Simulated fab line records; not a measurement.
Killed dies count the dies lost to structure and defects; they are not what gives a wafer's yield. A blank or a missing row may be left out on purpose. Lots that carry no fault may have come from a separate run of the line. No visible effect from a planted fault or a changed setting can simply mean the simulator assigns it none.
Struck lot and sound lot, side by side | flow sky130 | 15 steps out of a route of 708
Sound: these wafers, L131.1, L131.3, L131.5. Struck: wafer L137.6. (L137.3, L137.5 of the same lot were not struck and are left out.) The cause comes at the end.
At each step with rows: each side's tool, then ch and its chambers, then its first start. Under that, the readings that differ: sound wafers | struck wafers | difference of the means | sigmas: that difference in standard deviations of wafers without a fault.
alike: readings whose means differ by less than 2 such deviations, and words and numbers that are the same on both sides. not compared: withheld readings, readings that some wafer has no value for, bounds like >300 that may hide the same value, and numbers for which the record gives no deviation and whose values overlap.
The two part at a step that has a row with sigmas, a row that says differs or no value, or rows on one side only. When numbers do not overlap yet have no deviation, they are printed without sigmas and do not part them. Lack of a reading on every wafer of one side parts them only where that side has two or more wafers.

first, 8 steps without rows for these wafers: SKY_POLY_GATE_DEHYDRATE_05 (time 60 s); SKY_POLY_GATE_HMDS_06 (prime time 60 s); SKY_POLY_GATE_COAT_07 (resist thk 110 nm); SKY_POLY_GATE_COAT_08 (resist thk 450 nm); SKY_POLY_GATE_SOFTBAKE_09 (time 90 s); SKY_POLY_GATE_EXPOSE_10 (exposes mask P1M, target cd 150 nm); SKY_POLY_GATE_PEB_11; SKY_POLY_GATE_DEVELOP_12 (develop time 60 s).
SKY_POLY_GATE_CD_MEAS_13 targets a cd of 150 nm.
  struck on cdSem-02, day 26 02:46; sound on cdSem-01, day 19 07:06
  alike: cdNm
SKY_POLY_GATE_OVL_MEAS_14:
  struck on overlay-02, day 26 02:51; sound on overlay-02, day 19 07:13
  alike: POLY_GATE_OVL
SKY_POLY_GATE_ETCH_15: etches BARC in N2/H2, stops on SiO2, time 118.5 s, target depth 110 nm.
  sound on rieDiel-03 ch 2,3, day 19 07:15; struck on rieDiel-04 ch 1, day 26 02:53
reading                  | sound                | struck | difference | sigmas
drypumpMotorCurrentA (A) | 4.9 6.3 4.9          | 6.7    | +1.3       | +2
throttleValvePct (%)     | 13.217 13.212 13.222 | 13.199 | -0.018     | -2
  alike: oesProductAu
  not compared: rfHoursCounterH
SKY_POLY_GATE_ETCH_16: etches Si3N4 in CH3F/O2, stops on poly-Si, time 147.5 s, target depth 75 nm.
  sound on rieDiel-03 ch 2,3, day 19 07:20; struck on rieDiel-04 ch 1, day 26 02:58
reading                  | sound                | struck | difference | sigmas
drypumpMotorCurrentA (A) | 4.9 6.3 4.9          | 6.7    | +1.3       | +2
throttleValvePct (%)     | 10.527 10.530 10.519 | 10.546 | +0.021     | +2
  alike: oesProductAu
  not compared: rfHoursCounterH
SKY_POLY_GATE_ETCH_17: etches poly-Si in HBr/Cl2, stops on SiO2, target depth 180 nm, time 70.5 s.
  sound on rieSi-02 ch 2,3, day 19 07:26; struck on rieSi-01 ch 2, day 26 03:04
reading                                         | sound             | struck | difference | sigmas
drypumpMotorCurrentA (A)                        | 6.3 5.9 6.3       | 5.5    | -0.7       | -2
oesProductAu (a.u.)                             | 0.987 0.986 0.998 | 0.826  | -0.164     | -19
model.etch.depthNm (nm)                         | 178.7 180.4 178.6 | 137    | -42        | 
model.POLY_GATE.featureDepthNm (nm)             | 178.7 180.4 178.6 | 137    | -42        | 
model.KrF-thick_of_POLY_GATE_COAT_08.thkNm (nm) | 136.8 142.9 138.1 | 152.8  | +13.5      | 
  alike: throttleValvePct
  not compared: rfHoursCounterH
SKY_POLY_GATE_STRIP_18: strips in O2/N2.
  sound on plasmaAsher-04 ch 0,1, day 19 07:31; struck on plasmaAsher-01 ch 0, day 26 03:09
reading                  | sound             | struck | difference | sigmas
drypumpMotorCurrentA (A) | 5.80 5.82 5.78    | 5.91   | +0.11      | +2
oesProductAu (a.u.)      | 0.364 0.361 0.356 | 0.371  | +0.011     | +2
stripTimeToEndpointS (s) | 3.15 3.21 3.16    | 3.31   | +0.14      | +2
  not compared: rfHoursCounterH
then, 1 step without rows for these wafers: SKY_POLY_GATE_CLEAN_19 (cleans in SC1/SC2, time 150 s).

== WHERE THEY PART ==
Last at SKY_POLY_GATE_STRIP_18 as far as this record goes, first at SKY_POLY_GATE_ETCH_15.

WHY: what had been put in by the simulator
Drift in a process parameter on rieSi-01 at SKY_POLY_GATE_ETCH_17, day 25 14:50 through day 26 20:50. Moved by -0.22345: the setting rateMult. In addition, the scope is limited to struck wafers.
